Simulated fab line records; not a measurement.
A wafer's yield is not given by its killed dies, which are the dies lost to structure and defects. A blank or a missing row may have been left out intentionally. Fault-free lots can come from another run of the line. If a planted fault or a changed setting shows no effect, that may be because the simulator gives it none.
Matching of chambers || flow gf180mcu || GF_V5_CVD_02 on pecvd-01: 3 sister chambers
The step deposits SiO2 from TEOS, target thk 1450 nm, time 163.28 s. 14 wafers are shown with their chamber, then 7 later ones without.

## WAFERS PAIRED WITH THEIR CHAMBERS
{"wafer": "L451.4", "chamber": 2, "heater power w (W)": 649, "heater power outer w (W)": 336, "rf fwd power W (W)": 599.5}
{"wafer": "L451.5", "chamber": 1, "heater power w (W)": 401, "heater power outer w (W)": 198, "rf fwd power W (W)": 593.7}
{"wafer": "L451.6", "chamber": 0, "heater power w (W)": 701, "heater power outer w (W)": 361, "rf fwd power W (W)": 595.9}
{"wafer": "L452.2", "chamber": 1, "heater power w (W)": 468, "heater power outer w (W)": 251, "rf fwd power W (W)": 595.0}
{"wafer": "L452.3", "chamber": 2, "heater power w (W)": 782, "heater power outer w (W)": 425, "rf fwd power W (W)": 597.3}
{"wafer": "L452.4", "chamber": 1, "heater power w (W)": 512, "heater power outer w (W)": 281, "rf fwd power W (W)": 594.2}
{"wafer": "L454.1", "chamber": 2, "heater power w (W)": 776, "heater power outer w (W)": 441, "rf fwd power W (W)": 599.0}
{"wafer": "L454.3", "chamber": 0, "heater power w (W)": 726, "heater power outer w (W)": 378, "rf fwd power W (W)": 594.6}
{"wafer": "L454.5", "chamber": 0, "heater power w (W)": 568, "heater power outer w (W)": 265, "rf fwd power W (W)": 596.1}
{"wafer": "L455.1", "chamber": 0, "heater power w (W)": 599, "heater power outer w (W)": 278, "rf fwd power W (W)": 599.0}
{"wafer": "L455.3", "chamber": 1, "heater power w (W)": 390, "heater power outer w (W)": 200, "rf fwd power W (W)": 597.0}
{"wafer": "L455.6", "chamber": 1, "heater power w (W)": 488, "heater power outer w (W)": 258, "rf fwd power W (W)": 594.8}
{"wafer": "L459.1", "chamber": 0, "heater power w (W)": 718, "heater power outer w (W)": 379, "rf fwd power W (W)": 595.9}
{"wafer": "L459.5", "chamber": 2, "heater power w (W)": 805, "heater power outer w (W)": 451, "rf fwd power W (W)": 601.7}

SIGNATURES, as means of the wafers listed above
{"reading": "heater power w", "chamber 0": 662.40, "chamber 1": 451.80, "chamber 2": 753.00, "scatter within a chamber": 66.1}
{"reading": "heater power outer w", "chamber 0": 332.20, "chamber 1": 237.60, "chamber 2": 413.25, "scatter within a chamber": 48.9}
{"reading": "rf fwd power W", "chamber 0": 596.300, "chamber 1": 594.940, "chamber 2": 599.375, "scatter within a chamber": 1.56}
Rule: for a wafer and a chamber, the distance is found by dividing, reading by reading, the gap between the wafer's reading and the chamber's mean by the reading's scatter, squaring, summing and taking the root. The wafer belongs to the nearest chamber; if the next one is less than 2 further off, it can't be placed. The scatter is the square root of a quotient: the sum, over the shown wafers, of each reading's squared deviation from its chamber's mean, divided by wafers minus chambers.

## WAFERS WITHOUT THEIR CHAMBER
{"wafer": "L459.6", "heater power w (W)": 497, "heater power outer w (W)": 275, "rf fwd power W (W)": 595.4}
{"wafer": "L466.1", "heater power w (W)": 518, "heater power outer w (W)": 277, "rf fwd power W (W)": 594.4}
{"wafer": "L466.2", "heater power w (W)": 757, "heater power outer w (W)": 422, "rf fwd power W (W)": 598.4}
{"wafer": "L466.4", "heater power w (W)": 400, "heater power outer w (W)": 199, "rf fwd power W (W)": 596.8}
{"wafer": "L468.2", "heater power w (W)": 821, "heater power outer w (W)": 466, "rf fwd power W (W)": 601.2}
{"wafer": "L468.4", "heater power w (W)": 645, "heater power outer w (W)": 332, "rf fwd power W (W)": 598.2}
{"wafer": "L468.5", "heater power w (W)": 572, "heater power outer w (W)": 258, "rf fwd power W (W)": 598.1}

## EACH ONE'S CHAMBER
{"wafer": "L459.6", "from the rows above": "can't be placed: 1 or 0", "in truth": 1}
{"wafer": "L466.1", "from the rows above": "can't be placed: 1 or 0", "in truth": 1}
{"wafer": "L466.2", "from the rows above": 2, "in truth": 2}
{"wafer": "L466.4", "from the rows above": 1, "in truth": 1}
{"wafer": "L468.2", "from the rows above": 2, "in truth": 2}
{"wafer": "L468.4", "from the rows above": "can't be placed: 0 or 2", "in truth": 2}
{"wafer": "L468.5", "from the rows above": "can't be placed: 0 or 1 or 2", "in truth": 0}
Correct placement for 3 of the 7. These rows do not allow placing 4 (true chamber among the candidates in 4). Wrongly placed: 0.
